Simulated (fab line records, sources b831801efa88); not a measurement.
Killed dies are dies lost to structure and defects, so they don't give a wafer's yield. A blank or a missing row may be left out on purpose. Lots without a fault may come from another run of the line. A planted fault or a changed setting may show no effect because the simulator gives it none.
fab line records | flow sky130
record lots=6 wafers=18 last_day=50
route steps=708 shown LDD_HVP@287 LDD_LDN@289 PAD_OPEN@708
lots that met no fault: from a run of the same line without faults
start_h: hours from the record's first day to the start of the lot's first wafer shown | wait_h: hours since the lot's step before | " the same as in the row above | L1.1+2: a row that stands for several wafers | - no value, or no start given | * or withheld: withheld | < > ~ a bound
route shown NAME@n: a module of which the file shows steps, and the number in the route of the first | usual: mean/standard deviation of fault-free wafers | same: alike in all rows | chamber/n: place in a boat | sites: the reading at each site | _std_site: their standard deviation | _edge_site: outer sites' mean less inner sites' | radius_mm: how far each site lies from the wafer's centre | mask NAME#n: copy n | behind: the tool/chamber that last shaped the wafer | hold: why the lot was held/for how many hours/how that ended | device: the transistor (n, p or np) that didn't switch | end of line: the same wafers' tests at the end of the route | a step without rows: its recipe alone | killed: dies lost to structure and defects at the first sort, not the wafer's yield | map: a wafer's dies, x killed, . not, _ none there
set.NAME: the setting as run; set.NAME@STEP: as run at that earlier step | model.NAME: the simulator's own value behind a step, which no gauge read
lots at some steps of the route; a table a step, a row a wafer
services: from which hour (start_h, from the record's first day; less than 0 if before it) a tool's chamber was out of use, for how many hours, and why
## steps
# step SKY_LDD_HVP_STRIP_09
# recipe chemistry=O2/N2 power_w=1400 pressure_mtorr=1500 platen_temp_c=withheld o2_flow_sccm=3000 n2_flow_sccm=300 overash_fraction=0.5
# usual drypump_motor_current_A=5.8/0.49 oes_product_au=0.408/0.0046 strip_time_to_endpoint_s=4.133/0.012
# columns lot.wafer tool chamber start_h wait_h drypump_motor_current_A oes_product_au rf_hours_counter_h strip_time_to_endpoint_s
L283.3 plasma_asher-04 0 521.16 0.1 5.2 0.400 - 4.143
L283.4 " 1 " " 5.9 0.408 - 4.157
L283.5 " 1 " " 5.9 0.402 - 4.163
L289.1 plasma_asher-04 1 569.08 0.1 5.9 0.406 14 4.150
L289.4 " 1 " " 5.9 0.409 - 4.131
L289.5 " 0 " " 5.2 0.408 - 4.144
L291.1 plasma_asher-04 0 598.18 0.1 5.2 0.401 17 4.134
L291.4 " 0 " " 5.2 0.410 - 4.129
L291.5 " 1 " " 5.9 0.411 - 4.126
L298.3 plasma_asher-02 1 641.76 0.1 5.7 0.409 - 4.122
L298.5 " 1 " " 5.8 0.409 - 4.130
L298.6 " 0 " " 6.0 0.412 - 4.131
L301.1 plasma_asher-04 1 659.38 0.1 5.9 0.410 23 4.156
L301.2 " 0 " " 5.2 0.402 23 4.116
L301.6 " 0 " " 5.2 0.402 - 4.125
L303.1 plasma_asher-04 1 691.83 0.1 5.9 0.404 27 4.142
L303.3 " 1 " " 5.9 0.410 - 4.114
L303.4 " 0 " " 5.2 0.406 - 4.128
# step SKY_LDD_HVP_TW_MEAS_10
# usual LDD_HVP_TW=458/3.1
# columns lot.wafer tool chamber start_h wait_h LDD_HVP_TW
L283.3 film_metro-02 - 521.25 0.1 463
L283.4 " - " " 462
L283.5 " - " " 462
L289.1 film_metro-03 - 569.18 0.1 456
L289.4 " - " " 455
L289.5 " - " " 456
L291.1 film_metro-03 - 598.28 0.1 456
L291.4 " - " " 457
L291.5 " - " " 458
L298.3 film_metro-02 - 641.85 0.1 461
L298.5 " - " " 462
L298.6 " - " " 462
L301.1 film_metro-03 - 659.48 0.1 453
L301.2 " - " " 455
L301.6 " - " " 455
L303.1 film_metro-04 - 691.93 0.1 457
L303.3 " - " " 462
L303.4 " - " " 460
# step SKY_LDD_LDN_DEHYDRATE_00
# recipe temp_c=200 time_s=60
# step SKY_LDD_LDN_HMDS_01
# recipe prime_time_s=60 prime_temp_c=120
# step SKY_LDD_LDN_COAT_02
# recipe resist=NOVOLAK spin_rpm=3000 resist_thk_nm=1140
# step SKY_LDD_LDN_SOFTBAKE_03
# recipe temp_c=90 time_s=60 resist=NOVOLAK
# step SKY_LDD_LDN_EXPOSE_04
# recipe mask_id=LDNTM na=0.6 source_shape=conventional sigma_outer=0.6 polarization=unpolarized target_cd_nm=700 dose_mj=140
# step SKY_LDD_LDN_PEB_05
# recipe temp_c=withheld time_s=* resist=NOVOLAK
# step SKY_LDD_LDN_DEVELOP_06
# recipe resist=NOVOLAK developer=TMAH develop_time_s=60 dev_temp_c=23
# step SKY_LDD_LDN_OVL_MEAS_07
# usual LDD_LDN_OVL=-0.5/1.4
# columns lot.wafer tool chamber start_h wait_h LDD_LDN_OVL[nm]
L283.3 overlay-02 - 551.13 0.1 -1.5
L283.4 " - " " -0.9
L283.5 " - " " -0.5
L289.1 overlay-02 - 598.29 0.1 -1.2
L289.4 " - " " -2.4
L289.5 " - " " -0.3
L291.1 overlay-02 - 627.29 0.1 -2.8
L291.4 " - " " -2.3
L291.5 " - " " -0.9
L298.3 overlay-02 - 669.40 0.1 1.5
L298.5 " - " " 0.2
L298.6 " - " " -1.7
L301.1 overlay-02 - 686.81 0.1 -1.3
L301.2 " - " " -1.2
L301.6 " - " " -2.0
L303.1 overlay-02 - 719.96 0.1 -2.0
L303.3 " - " " -1.9
L303.4 " - " " -1.3
# step SKY_LDD_LDN_IMPLANT_08
# recipe species=As energy_kev=15 dose_cm2=1.25e+13 tilt_deg=withheld rotation_deg=23
# step SKY_LDD_LDN_IMPLANT_09
# recipe species=As energy_kev=15 dose_cm2=1.25e+13 tilt_deg=withheld rotation_deg=113
# step SKY_LDD_LDN_IMPLANT_10
# recipe species=As energy_kev=15 dose_cm2=1.25e+13 tilt_deg=withheld rotation_deg=203
# usual beam_energy_keV=15.000/0.0043 beam_on_s=10.00/0.18 dose_ions_cm2=1.2501e+13/1.5e+10 faraday_current_uA=70.5/1.3
# columns lot.wafer tool chamber start_h wait_h beam_energy_keV beam_on_s dose_ions_cm2 faraday_current_uA
L283.3 implanter-04 0 551.50 0.1 15.003 9.77 1.2503e+13 72.0
L283.4 " 0 " " 14.997 9.97 1.2499e+13 70.7
L283.5 " 0 " " 15.003 10.12 1.2507e+13 70.0
L289.1 implanter-04 0 598.63 0.1 14.998 10.30 6.815e+12 37.1
L289.4 " 0 " " 15.000 10.06 6.783e+12 38.0
L289.5 " 0 " " 15.003 9.96 6.787e+12 38.5
L291.1 implanter-04 0 627.63 0.1 15.001 10.13 6.752e+12 37.5
L291.4 " 0 " " 15.002 9.96 6.751e+12 38.4
L291.5 " 0 " " 14.996 9.80 6.748e+12 38.7
L298.3 implanter-01 0 669.78 0.1 15.008 9.80 1.2479e+13 71.6
L298.5 " 0 " " 15.004 10.11 1.2518e+13 69.6
L298.6 " 0 " " 14.999 10.00 1.2488e+13 70.5
L301.1 implanter-01 0 687.15 0.1 15.002 10.01 1.2517e+13 70.2
L301.2 " 0 " " 15.004 9.68 1.2502e+13 72.9
L301.6 " 0 " " 15.002 9.97 1.2499e+13 70.8
L303.1 implanter-03 0 720.30 0.1 14.995 10.10 1.2476e+13 69.7
L303.3 " 0 " " 15.006 10.01 1.2497e+13 70.4
L303.4 " 0 " " 14.996 10.00 1.2486e+13 70.9
# step SKY_LDD_LDN_IMPLANT_11
# recipe species=As energy_kev=15 dose_cm2=1.25e+13 tilt_deg=withheld rotation_deg=293
# step SKY_PAD_OPEN_PROBE_99
# usual killed_at_M0_to_M3=44/7.1 killed_at_M4_up=3.5/2 killed_at_contacts=24/5.3 killed_at_front_end=15/4.8 killed_at_other=0.1/0.35 killed_dies=86/9.3 killed_open=47/7.8 killed_short=39/5.9
# same gross_dies=492 killed_at_back_side=0
# columns lot.wafer tool chamber start_h wait_h killed_at_M0_to_M3 killed_at_M4_up killed_at_contacts killed_at_front_end killed_at_other killed_dies killed_open killed_short model.etest.tip_sonos.rs_ohm_sq
L283.3 prober-01 - 1092.54 0.2 46 2 21 13 0 82 44 38 2732
L283.4 prober-01 - 1092.59 0.2 43 2 20 11 0 76 47 29 2734
L283.5 prober-01 - 1092.64 0.2 36 1 21 10 0 68 34 34 2710
L289.1 prober-02 - 1128.07 0.1 43 3 32 13 1 92 52 40 3005
L289.4 prober-02 - 1128.22 0.2 43 2 13 9 1 68 41 26 3031
L289.5 prober-02 - 1128.27 0.2 39 3 24 9 0 75 44 31 2953
L291.1 prober-01 - 1144.94 0.1 43 6 22 21 0 92 49 43 2769
L291.4 prober-01 - 1145.09 0.2 47 0 19 17 1 84 42 42 2741
L291.5 prober-01 - 1145.14 0.2 39 6 24 11 0 80 43 37 2717
L298.3 prober-01 - 1174.53 0.2 47 6 27 17 0 97 65 32 2677
L298.5 prober-01 - 1174.63 0.2 52 1 21 16 1 91 60 31 2784
L298.6 prober-01 - 1174.68 0.2 41 5 30 9 0 85 47 38 2662
L301.1 prober-02 - 1182.67 0.1 55 7 25 16 0 103 60 43 2632
L301.2 prober-02 - 1182.72 0.1 44 5 25 16 0 90 41 49 2628
L301.6 prober-02 - 1182.92 0.2 32 7 12 24 0 75 33 42 2677
L303.1 prober-02 - 1204.04 0.1 55 0 19 13 0 87 58 29 2740
L303.3 prober-02 - 1204.14 0.2 53 1 22 24 0 100 61 39 2756
L303.4 prober-02 - 1204.19 0.2 45 7 18 31 0 101 56 45 2802
# killed by level:class
L283.3 CONTACT:geometric_particle:open=9 VIA1:geometric_particle:open=9 VIA3:geometric_particle:short=8 VIA3:geometric_particle:open=7 LI_CONTACT:geometric_particle:open=6 METAL1:geometric_particle:short=6 METAL2:geometric_particle:short=5 VIA2:geometric_particle:open=4
L283.4 CONTACT:geometric_particle:open=11 VIA1:geometric_particle:open=10 VIA1:geometric_particle:short=8 VIA2:geometric_particle:open=7 LI_CONTACT:geometric_particle:open=5 VIA3:geometric_particle:open=5 FIELD_ISO:geometric_particle:short=3 POLY_GATE:geometric_particle:open=3
L283.5 CONTACT:geometric_particle:open=7 VIA1:geometric_particle:short=7 VIA1:geometric_particle:open=7 VIA3:geometric_particle:open=7 LI_CONTACT:geometric_particle:open=5 METAL1:geometric_particle:short=5 LI_CONTACT:geometric_particle:short=4 CONTACT:geometric_particle:short=4
L289.1 CONTACT:geometric_particle:open=12 VIA1:geometric_particle:open=9 LI_CONTACT:geometric_particle:open=8 VIA2:geometric_particle:open=7 METAL3:geometric_particle:short=6 FIELD_ISO:geometric_particle:open=5 VIA3:geometric_particle:short=5 LOCAL_INTERCONNECT:geometric_particle:short=5
L289.4 VIA1:geometric_particle:open=13 CONTACT:geometric_particle:open=8 VIA1:geometric_particle:short=5 VIA2:geometric_particle:open=5 VIA3:geometric_particle:open=5 VIA3:geometric_particle:short=4 LI_CONTACT:geometric_particle:open=3 METAL1:geometric_particle:short=3
L289.5 VIA1:geometric_particle:open=10 LI_CONTACT:geometric_particle:open=7 CONTACT:geometric_particle:open=7 VIA3:geometric_particle:open=7 VIA2:geometric_particle:open=5 FIELD_ISO:geometric_particle:short=4 LOCAL_INTERCONNECT:geometric_particle:short=4 METAL1:geometric_particle:short=3
L291.1 CONTACT:geometric_particle:open=10 VIA1:geometric_particle:open=10 POLY_GATE:geometric_particle:open=7 METAL3:geometric_particle:short=7 VIA2:geometric_particle:open=6 METAL2:geometric_particle:short=5 POLY_GATE:geometric_particle:short=4 LOCAL_INTERCONNECT:geometric_particle:short=4
L291.4 VIA3:geometric_particle:open=8 VIA1:geometric_particle:open=7 VIA2:geometric_particle:short=6 METAL2:geometric_particle:short=6 VIA2:geometric_particle:open=6 FIELD_ISO:geometric_particle:short=5 LOCAL_INTERCONNECT:geometric_particle:short=5 METAL1:geometric_particle:short=5
L291.5 CONTACT:geometric_particle:open=9 LI_CONTACT:geometric_particle:open=8 VIA1:geometric_particle:open=8 METAL2:geometric_particle:short=7 VIA1:geometric_particle:short=6 METAL4:geometric_particle:short=5 CONTACT:geometric_particle:short=4 VIA2:geometric_particle:open=4
L298.3 VIA3:geometric_particle:open=13 VIA2:geometric_particle:open=11 LI_CONTACT:geometric_particle:open=11 VIA1:geometric_particle:open=10 CONTACT:geometric_particle:open=7 POLY_GATE:geometric_particle:open=4 LI_CONTACT:geometric_particle:short=4 METAL4:geometric_particle:short=4
L298.5 VIA1:geometric_particle:open=12 VIA3:geometric_particle:open=10 CONTACT:geometric_particle:open=9 VIA2:geometric_particle:open=8 POLY_GATE:geometric_particle:open=6 METAL2:geometric_particle:short=6 LI_CONTACT:geometric_particle:open=5 VIA3:geometric_particle:short=4
L298.6 VIA2:geometric_particle:open=9 CONTACT:geometric_particle:open=9 LI_CONTACT:geometric_particle:open=8 VIA1:geometric_particle:open=7 LOCAL_INTERCONNECT:geometric_particle:short=5 CONTACT:geometric_particle:short=5 VIA3:geometric_particle:open=5 VIA1:geometric_particle:short=4
L301.1 VIA1:geometric_particle:open=14 CONTACT:geometric_particle:open=12 METAL1:geometric_particle:short=6 VIA2:geometric_particle:open=6 VIA3:geometric_particle:open=6 LI_CONTACT:geometric_particle:open=5 VIA1:geometric_particle:short=5 METAL3:geometric_particle:short=5
L301.2 METAL2:geometric_particle:short=10 LI_CONTACT:geometric_particle:open=9 METAL1:geometric_particle:short=6 CONTACT:geometric_particle:open=6 VIA1:geometric_particle:open=6 LOCAL_INTERCONNECT:geometric_particle:short=5 VIA2:geometric_particle:short=5 VIA3:geometric_particle:open=5
L301.6 FIELD_ISO:geometric_particle:open=8 VIA1:geometric_particle:open=7 FIELD_ISO:geometric_particle:short=6 METAL4:geometric_particle:short=6 METAL1:geometric_particle:short=5 METAL2:geometric_particle:short=5 POLY_GATE:geometric_particle:open=4 LI_CONTACT:geometric_particle:open=3
L303.1 VIA1:geometric_particle:open=16 CONTACT:geometric_particle:open=10 VIA3:geometric_particle:open=8 VIA2:geometric_particle:open=7 VIA1:geometric_particle:short=7 METAL1:geometric_particle:open=6 FIELD_ISO:geometric_particle:short=4 POLY_GATE:geometric_particle:open=4
L303.3 VIA1:geometric_particle:open=15 VIA3:geometric_particle:open=11 CONTACT:geometric_particle:open=9 FIELD_ISO:geometric_particle:open=7 POLY_GATE:geometric_particle:open=6 POLY_GATE:geometric_particle:short=5 LI_CONTACT:geometric_particle:short=5 LI_CONTACT:geometric_particle:open=5
L303.4 VIA1:geometric_particle:open=11 POLY_GATE:geometric_particle:short=10 VIA1:geometric_particle:short=9 CONTACT:geometric_particle:open=8 FIELD_ISO:geometric_particle:open=6 FIELD_ISO:geometric_particle:short=6 LI_CONTACT:geometric_particle:open=6 VIA2:geometric_particle:open=6
## services
# columns tool chamber start_h hours kind
implanter-03 - 573.51 1.0 repair
implanter-01 - 598.55 4.5 pm
implanter-04 - 640.14 0.6 repair
implanter-01 - 658.70 4.7 repair
implanter-04 - 659.48 2.4 repair
implanter-04 - 668.94 2.1 repair
implanter-01 - 677.08 1.4 repair
implanter-03 - 685.87 1.5 repair
plasma_asher-04 - 698.24 14.6 pm
implanter-04 - 705.93 1.8 repair
implanter-01 - 717.95 6.2 repair
## key
first_sign step=SKY_LDD_LDN_IMPLANT_10 reading=dose_ions_cm2 direction=down sigmas=99+ usual=* struck=*
effect step=SKY_LDD_LDN_IMPLANT_10 reading=faraday_current_uA direction=down sigmas=26 usual=70.5 struck=38.1
model_effect step=SKY_PAD_OPEN_PROBE_99 value=etest.tip_sonos.rs_ohm_sq without=2687 struck=2869
met_at SKY_LDD_LDN_IMPLANT_10
struck_wafers L289.1,L289.4,L289.5,L291.1,L291.4,L291.5
tester_left_out L289,L291
onset_between 551.50 598.63
fault kind=process_parameter_drift tool=implanter-04 chamber=- onset_h=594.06 steps=SKY_LDD_LDN_IMPLANT_10 channel=dose_cm2 offset=* shape=step end_h=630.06 acts_in=* stated=*
# tester_left_out: of these lots the tester's yield and bins aren't shown, on N5 and GAA mostly nor the transistor test; their killed dies are dies lost to structure and defects alone, not to doping, threshold or leakage, so they don't give the yield
